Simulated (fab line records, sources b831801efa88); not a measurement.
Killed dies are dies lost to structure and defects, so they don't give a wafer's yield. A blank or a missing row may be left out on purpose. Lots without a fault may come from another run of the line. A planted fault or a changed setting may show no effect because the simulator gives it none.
Which tool did it? | flow gf180mcu | 6 lots, 18 wafers sampled, at 3 steps of a route of 602

WHAT THE GAUGES READ, wafer by wafer
GF_HV_LDD_OVL_MEAS_47.
lot  | measured     | on         | HV_LDD_03_OVL (nm)
L168 | day 13 15:49 | overlay-02 | 0.6 0.1 0.9
L175 | day 15 23:53 | overlay-01 | -0.9 0.1 0.0
L178 | day 17 01:51 | overlay-01 | -0.9 -1.8 2.1
L180 | day 17 16:14 | overlay-02 | 0.2 -2.4 -2.0
L182 | day 18 09:48 | overlay-01 | -1.3 -3.7 -2.7
L186 | day 19 20:51 | overlay-01 | -0.3 -2.1 -0.2

WHICH TOOL RAN EACH LOT (tool, then ch and the chambers of the sampled wafers, then the start)
lot  | GF_NWELL_EXPOSE_04                 | GF_NWELL_STRIP_10
L168 | iline_stepper-01 ch 0, day 3 22:31 | plasma_asher-04 ch 0,1, day 4 05:05
L175 | iline_stepper-02 ch 0, day 5 13:17 | plasma_asher-02 ch 0,1, day 5 20:46
L178 | iline_stepper-01 ch 0, day 6 04:56 | plasma_asher-01 ch 0,1, day 6 12:18
L180 | iline_stepper-01 ch 0, day 6 15:52 | plasma_asher-01 ch 0,1, day 6 23:31
L182 | iline_stepper-01 ch 0, day 7 02:22 | plasma_asher-02 ch 1, day 7 10:22
L186 | iline_stepper-02 ch 0, day 7 23:31 | plasma_asher-02 ch 0,1, day 8 07:20
- GF_NWELL_EXPOSE_04: exposes mask Nwell, target cd 860 nm.
- GF_NWELL_STRIP_10: strips in O2/N2.

THE ANSWER, worked out from the rows above alone
Rule: what is usual is taken from the lots themselves. Put in order of their means at a reading, lots are off if they are a third of the lots or fewer, leave a main group of 4 or more, and stand apart from it by a gap of 3 or more times the standard deviation of the main group's means; of several such gaps the widest counts. A main group whose means are all the same, to the digits that the tables above print for the reading, isn't used. A lot without any number at a reading at which 4 lots or more have one is off too. The other lots that the step has rows for count as sound.
No lot is off at any reading shown: from this, nothing can be told.

WHAT THE SIMULATOR HAD PUT IN
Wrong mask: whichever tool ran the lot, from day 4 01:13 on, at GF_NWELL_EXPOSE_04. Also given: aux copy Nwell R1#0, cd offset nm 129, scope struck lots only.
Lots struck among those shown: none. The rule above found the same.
